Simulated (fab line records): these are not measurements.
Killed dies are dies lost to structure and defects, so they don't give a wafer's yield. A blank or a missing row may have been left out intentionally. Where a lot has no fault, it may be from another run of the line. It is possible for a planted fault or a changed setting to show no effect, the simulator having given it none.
Which of the tools did it?	flow gf180mcu	24 lots, 72 wafers sampled, at 5 steps of a route of 602

WHAT THE GAUGES SHOWED, per wafer
GF_SAB_OVL_MEAS_10. Usual: SAB_OVL typically reads 0.0 nm, with standard deviation 1.4.
lot	measured	on	SAB_OVL (nm)	flag
L074	day 15 09:30	overlay-01	-2.3 -0.7 -2.2	
L075	day 15 14:42	overlay-01	-0.1 0.9 -0.1	
L076	day 16 05:35	overlay-01	-0.3 -0.1 -1.1	
L077	day 16 22:03	overlay-01	0.3 1.5 3.3	
L078	day 17 07:08	overlay-01	0.4 0.8 -0.2	
L079	day 17 21:50	overlay-02	-1.0 1.3 -1.9	
L081	day 18 01:44	overlay-02	1.4 1.8 0.6	
L080	day 18 06:15	overlay-01	2.4 0.9 0.6	
L082	day 18 12:59	overlay-01	1.6 1.1 1.1	
L084	day 19 01:28	overlay-01	1.7 0.4 0.9	
L083	day 19 06:45	overlay-01	0.7 1.9 -0.9	
L085	day 19 17:10	overlay-01	-2.0 -1.1 0.2	
L086	day 19 19:33	overlay-02	-2.1 0.2 -0.8	
L087	day 20 04:43	overlay-02	0.3 0.6 0.2	
L088	day 20 15:46	overlay-01	0.4 1.3 -0.4	
L090	day 21 09:25	overlay-02	0.2 -1.5 0.6	
L089	day 21 11:52	overlay-01	0.1 1.1 2.0	
L091	day 21 16:22	overlay-02	-2.3 -3.8 -2.6	
L092	day 22 07:04	overlay-02	-1.2 1.0 1.3	
L093	day 22 15:25	overlay-02	-3.4 -2.4 -0.5	
L094	day 22 16:39	overlay-02	-0.8 1.7 -0.7	
L095	day 22 21:51	overlay-02	-1.6 -0.8 0.6	
L097	day 23 14:46	overlay-02	-0.7 -0.5 -0.8	
L096	day 23 17:14	overlay-01	-1.1 -0.3 0.4	

GF_M2_CD_MEAS_14: the cd target is 280 nm. Usual: cd-nm at 279.6 nm, with a standard deviation of 1.1.
lot	measured	on	cd-nm (nm)	flag
L074	day 19 14:23	cd-sem-01	278.8 278.7 278.9	
L075	day 19 19:46	cd-sem-01	278.0 279.6 278.3	
L076	day 20 11:38	cd-sem-01	279.2 279.8 280.2	
L077	day 21 05:14	cd-sem-01	280.5 280.1 279.4	
L078	day 21 15:07	cd-sem-01	278.4 278.6 278.7	
L079	day 22 05:43	cd-sem-01	278.2 277.6 278.2	
L081	day 22 09:43	cd-sem-01	279.3 278.6 279.9	
L080	day 22 14:19	cd-sem-02	280.6 280.2 280.5	
L082	day 22 22:10	cd-sem-01	280.9 280.9 280.4	
L084	day 23 08:55	cd-sem-02	279.5 278.6 278.6	
L083	day 23 14:01	cd-sem-01	279.4 279.0 279.0	
L085	day 23 23:26	cd-sem-02	279.1 279.7 279.0	
L086	day 24 00:26	cd-sem-02	278.7 278.8 278.5	
L087	day 24 11:04	cd-sem-01	279.6 279.6 279.8	
L088	day 24 20:12	cd-sem-01	281.9 281.2 282.2	
L090	day 25 13:22	cd-sem-01	279.2 280.2 279.0	
L089	day 25 13:58	cd-sem-01	279.0 279.1 279.5	
L091	day 25 17:46	cd-sem-01	281.2 280.9 280.9	
L092	day 26 06:28	cd-sem-02	280.7 280.0 280.6	
L093	day 26 14:31	cd-sem-02	280.6 280.0 280.7	
L094	day 26 16:25	cd-sem-01	278.2 278.0 278.3	
L095	day 26 20:40	cd-sem-02	281.6 281.4 281.3	
L097	day 27 11:40	cd-sem-01	280.0 279.1 280.4	
L096	day 27 14:01	cd-sem-01	279.4 278.5 278.3	

GF_V3_THK_MEAS_01. Usual: V3_CVD_00_THK typically reads 599 nm, with standard deviation 5.4.
lot	measured	on	V3_CVD_00_THK (nm)	flag
L074	day 21 19:39	film-metro-04	588 595 589	
L075	day 22 01:14	film-metro-02	609 609 605	
L076	day 22 17:07	film-metro-02	597 594 598	
L077	day 23 09:15	film-metro-03	595 603 592	
L078	day 23 19:26	film-metro-04	600 599 595	
L079	day 24 09:05	film-metro-03	606 598 600	
L081	day 24 12:07	film-metro-02	594 592 601	
L080	day 24 16:28	film-metro-03	587 590 589	
L082	day 25 00:05	film-metro-04	599 594 597	
L084	day 25 10:07	film-metro-03	598 599 601	
L083	day 25 15:07	film-metro-03	603 599 603	
L085	day 25 23:44	film-metro-02	605 605 598	
L086	day 26 01:09	film-metro-02	596 594 600	
L087	day 26 10:25	film-metro-02	606 604 605	
L088	day 26 19:56	film-metro-04	598 602 597	
L090	day 27 11:27	film-metro-03	608 601 606	
L089	day 27 12:08	film-metro-04	604 601 598	
L091	day 27 16:54	film-metro-02	600 600 595	
L092	day 28 03:39	film-metro-02	608 600 611	
L093	day 28 11:57	film-metro-03	599 597 600	
L094	day 28 13:19	film-metro-02	597 594 599	
L095	day 28 17:58	film-metro-03	610 607 610	
L097	day 29 07:35	film-metro-02	593 594 600	
L096	day 29 09:38	film-metro-04	600 605 600	

GF_V3_BOW_MEAS_05. Usual: V3_BOW typically reads 117 um, with standard deviation 7.7.
lot	measured	on	V3_BOW (um)	flag
L074	day 21 20:08	film-metro-04	126 110 122	
L075	day 22 01:44	film-metro-02	108 106 118	
L076	day 22 17:37	film-metro-04	118 132 113	
L077	day 23 09:45	film-metro-03	126 108 128	
L078	day 23 19:55	film-metro-02	123 124 121	
L079	day 24 09:35	film-metro-02	110 121 118	
L081	day 24 12:37	film-metro-03	124 124 118	
L080	day 24 16:58	film-metro-02	129 120 120	
L082	day 25 00:34	film-metro-02	129 124 123	
L084	day 25 10:38	film-metro-03	131 123 120	
L083	day 25 15:38	film-metro-03	119 120 111	
L085	day 26 00:16	film-metro-03	106 113 119	
L086	day 26 01:39	film-metro-03	126 120 112	
L087	day 26 10:55	film-metro-04	128 101 102	
L088	day 26 20:25	film-metro-03	108 123 125	
L090	day 27 11:56	film-metro-03	131 127 113	
L089	day 27 12:37	film-metro-03	128 118 112	
L091	day 27 17:25	film-metro-03	105 116 112	
L092	day 28 04:19	film-metro-04	116 119 118	
L093	day 28 12:28	film-metro-02	119 103 113	
L094	day 28 13:49	film-metro-03	120 110 117	
L095	day 28 18:29	film-metro-03	117 112 120	
L097	day 29 08:06	film-metro-02	121 124 121	
L096	day 29 10:07	film-metro-03	117 126 110	

GF_M5_CD_MEAS_07: the cd target is 280 nm. Usual: cd-nm at 279.8 nm, with a standard deviation of 1.1.
lot	measured	on	cd-nm (nm)	flag
L074	day 26 19:25	cd-sem-02	279.9 278.9 279.6	
L075	day 26 23:37	cd-sem-02	278.0 277.4 276.5	
L076	day 27 13:14	cd-sem-01	281.7 281.4 282.7	
L077	day 28 02:02	cd-sem-02	278.2 280.2 279.1	
L078	day 28 11:46	cd-sem-01	280.2 279.9 280.3	
L079	day 28 21:59	cd-sem-02	280.9 279.3 279.9	
L081	day 29 01:28	cd-sem-02	278.9 279.7 279.6	
L080	day 29 06:01	cd-sem-01	281.3 279.8 280.0	
L082	day 29 13:11	cd-sem-02	279.3 279.4 280.1	
L084	day 29 20:55	cd-sem-02	279.4 279.1 279.4	
L083	day 30 02:28	cd-sem-02	280.2 278.6 279.7	
L085	day 30 10:10	cd-sem-02	280.0 280.1 278.5	
L086	day 30 10:29	cd-sem-01	279.4 279.1 279.0	
L087	day 30 18:35	cd-sem-01	280.0 278.9 279.0	
L088	day 31 02:46	cd-sem-02	279.7 279.5 279.3	
L090	day 31 15:43	cd-sem-01	279.6 279.8 280.3	
L089	day 31 15:50	cd-sem-01	279.9 278.7 279.5	
L091	day 31 21:19	cd-sem-01	280.2 279.8 280.6	
L092	day 32 08:53	cd-sem-01	279.3 279.9 279.5	
L093	day 32 13:40	cd-sem-01	279.9 280.7 281.8	
L094	day 32 14:56	cd-sem-01	280.9 281.1 281.2	
L095	day 32 20:49	cd-sem-01	281.8 280.8 281.6	
L097	day 33 06:22	cd-sem-01	280.4 278.1 279.4	
L096	day 33 07:40	cd-sem-01	278.9 280.3 278.0	

EACH LOT AND THE TOOL THAT RAN IT (in order: tool; ch and the chambers of the sampled wafers; start)
There is no process step in the record ahead of these readings.

WHAT THE TOOLS THEMSELVES READ (means of the sampled wafers that have a number; where no wafer has one, the mark that the record gives instead)
The record holds no such reading with a usual standard deviation.

THE ANSWER, worked out from the rows above alone
Rule: a lot counts as off when the mean over its wafers that have a number is more than 3 standard deviations away from the usual mean. Also off: a lot with no number at a reading for which 4 or more lots have one. All remaining lots with rows at the step are treated as sound. After the gauges, taken in route order, come the tools' own readings; for these a lot's mean is taken, as printed above. The first step at which some lot is off is used, and at that step the reading that is off furthest; a lot without a number counts as furthest.
Across all readings shown, no lot is off: no conclusion can be drawn from this.

WHAT THE SIMULATOR HAD PUT IN
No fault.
